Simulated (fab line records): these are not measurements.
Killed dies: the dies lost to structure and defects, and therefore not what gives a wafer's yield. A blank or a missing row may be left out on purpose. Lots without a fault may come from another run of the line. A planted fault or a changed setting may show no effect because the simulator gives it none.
Struck lot and sound lot, side by side	flow sky130	23 steps out of a route of 708
Sound: wafers L862.1, L862.3, L862.4. Struck: wafers L867.2, L867.3. (L867.5 of the same lot was not struck and is left out.) The cause comes at the end.
At each step with rows: each side's tool, then ch and its chambers, then its first start. Under that, the readings that differ: sound wafers	struck wafers	difference of the means	sigmas: that difference in standard deviations of wafers without a fault.
alike: readings whose means differ by less than 2 such deviations, and words and numbers that are the same on both sides. not compared: withheld readings, readings that some wafer has no value for, bounds like >300 that may hide the same value, and numbers for which the record gives no deviation and whose values overlap.
A row with sigmas, a row that says differs or no value, or rows on one side alone: a step with any of these is where the two part. Non-overlapping numbers with no deviation appear without sigmas and do not part them. A reading that every wafer of one side lacks parts them only if that side has two wafers or more.

first, 1 step without rows for these wafers: SKY_CAP2M_DEVELOP_11 (develop time 60 s).
SKY_CAP2M_OVL_MEAS_12:
  sound on overlay-01 at day 42 19:50; struck on overlay-01 at day 43 18:53
  alike: CAP2M_OVL
SKY_CAP2M_METAL_ETCH_13: etches TiN in Cl2/BCl3, stops on SiO2, target depth 220 nm, time 62.9 s.
  sound on rie_metal-03 ch 0,1, day 42 19:52; struck on rie_metal-01 ch 0,1, day 43 18:55
  alike: drypump_motor_current_A, oes_product_au, throttle_valve_pct
  not compared: rf_hours_counter_h
SKY_CAP2M_STRIP_14: strips in O2/N2.
  sound on plasma_asher-03 ch 0,1, day 42 19:57; struck on plasma_asher-03 ch 1, day 43 19:00
  alike: drypump_motor_current_A, oes_product_au, strip_time_to_endpoint_s
  not compared: rf_hours_counter_h
then, 8 steps without rows for these wafers: SKY_CAP2M_STRIP_15 (strips in post etch residue remover, time 1200 s); SKY_CAP2M_CLEAN_16 (cleans in IPA, time 180 s); SKY_CAP2M_CLEAN_17 (cleans in O3/DIW); SKY_METAL4_DEHYDRATE_05 (time 60 s); SKY_METAL4_HMDS_06 (prime time 60 s); SKY_METAL4_COAT_07 (resist thk 60 nm); SKY_METAL4_COAT_08 (resist thk 1140 nm); SKY_METAL4_SOFTBAKE_09 (time 90 s).
SKY_METAL4_EXPOSE_10: exposes mask MM4, target cd 300 nm.
  sound on krf_scanner-02 ch 0, day 43 07:10; struck on krf_scanner-02 ch 0, day 44 04:41
  alike: mask
then, 2 steps without rows for these wafers: SKY_METAL4_PEB_11; SKY_METAL4_DEVELOP_12 (develop time 60 s).
SKY_METAL4_CD_MEAS_13 targets a cd of 300 nm.
  sound on cd_sem-02 at day 43 16:35; struck on cd_sem-01 at day 44 13:31
reading	sound	struck	difference	sigmas
cd_nm (nm)	297.1 296.5 297.2	282.1 281.1	-15.3	-10
SKY_METAL4_OVL_MEAS_14:
  sound on overlay-01 at day 43 16:43; struck on overlay-02 at day 44 13:37
  alike: METAL4_OVL
SKY_METAL4_DESCUM_15: chemistry O2, time 8 s.
  sound on rie_metal-03 ch 0,1, day 43 16:44; struck on rie_metal-03 ch 1, day 44 13:38
reading	sound	struck	difference	sigmas
model.METAL4.cd_nm (nm)	297.1 296.7 297.3	282.2 281.6	-15.1	
  alike: drypump_motor_current_A, oes_product_au
  not compared: rf_hours_counter_h
SKY_METAL4_ETCH_16: etches BARC in N2/H2, stops on SiO2, time 88.2 s, target depth 60 nm.
  sound on rie_metal-03 ch 0,1, day 43 16:46; struck on rie_metal-03 ch 1, day 44 13:40
  alike: drypump_motor_current_A, oes_product_au, throttle_valve_pct
  not compared: rf_hours_counter_h
SKY_METAL4_ETCH_17: etches SiO2 in C4F8/O2/Ar, stops on TiN, time 3.9 s, target depth 15 nm.
  sound on rie_diel-03 ch 0,2,3, day 43 16:52; struck on rie_diel-02 ch 0,1, day 44 13:46
  alike: oes_product_au
  not compared: rf_hours_counter_h
SKY_METAL4_METAL_ETCH_18: etches the open film in Cl2/BCl3, stops on SiO2, target depth 845 nm, time 183.1 s.
  sound on rie_metal-02 ch 0,1, day 43 16:53; struck on rie_metal-04 ch 0, day 44 13:47
reading	sound	struck	difference	sigmas
model.METAL4.cd_nm (nm)	298.8 298.9 295.7	276.3 276	-21.7	
  alike: drypump_motor_current_A, oes_product_au, throttle_valve_pct
  not compared: rf_hours_counter_h
SKY_METAL4_STRIP_19: strips in O2/N2.
  sound on plasma_asher-01 ch 0,1, day 43 17:04; struck on plasma_asher-01 ch 0, day 44 13:58
  alike: drypump_motor_current_A, oes_product_au, strip_time_to_endpoint_s
  not compared: rf_hours_counter_h
-- the record jumps here: 4 days lie between the struck wafers' starts before and after (it left off in module METAL4 and takes up again in module PAD_OPEN, whose first step shown is number 708 of the route) --
SKY_PAD_OPEN_PROBE_99:
  sound on prober-02 at day 47 11:33; struck on prober-02 at day 48 08:59
reading	sound	struck	difference	sigmas
sort_bin_3_pad_short (%)	1.0 0.4 0.6	1.8 1.6	+1.0	+2
model.etest.met4.width_nm (nm)	298.2 295.5 297.9	277.3 276.4	-20.3	
model.etest.met4.line_ohm_um	0.1413 0.1459 0.1435	0.1569 0.1567	+0.0132	
  alike: defect_limited_yield, killed_at_M0_to_M3, killed_at_M4_up, killed_at_contacts, killed_at_front_end, killed_at_other, killed_dies, killed_open, killed_short, sort_bin_5_function, sort_bin_6_memory, sort_n_pass, sort_yield_pct

WHERE THEY PART
First at SKY_METAL4_CD_MEAS_13; last, within this record, at SKY_PAD_OPEN_PROBE_99.

WHY: whatever the simulator had introduced
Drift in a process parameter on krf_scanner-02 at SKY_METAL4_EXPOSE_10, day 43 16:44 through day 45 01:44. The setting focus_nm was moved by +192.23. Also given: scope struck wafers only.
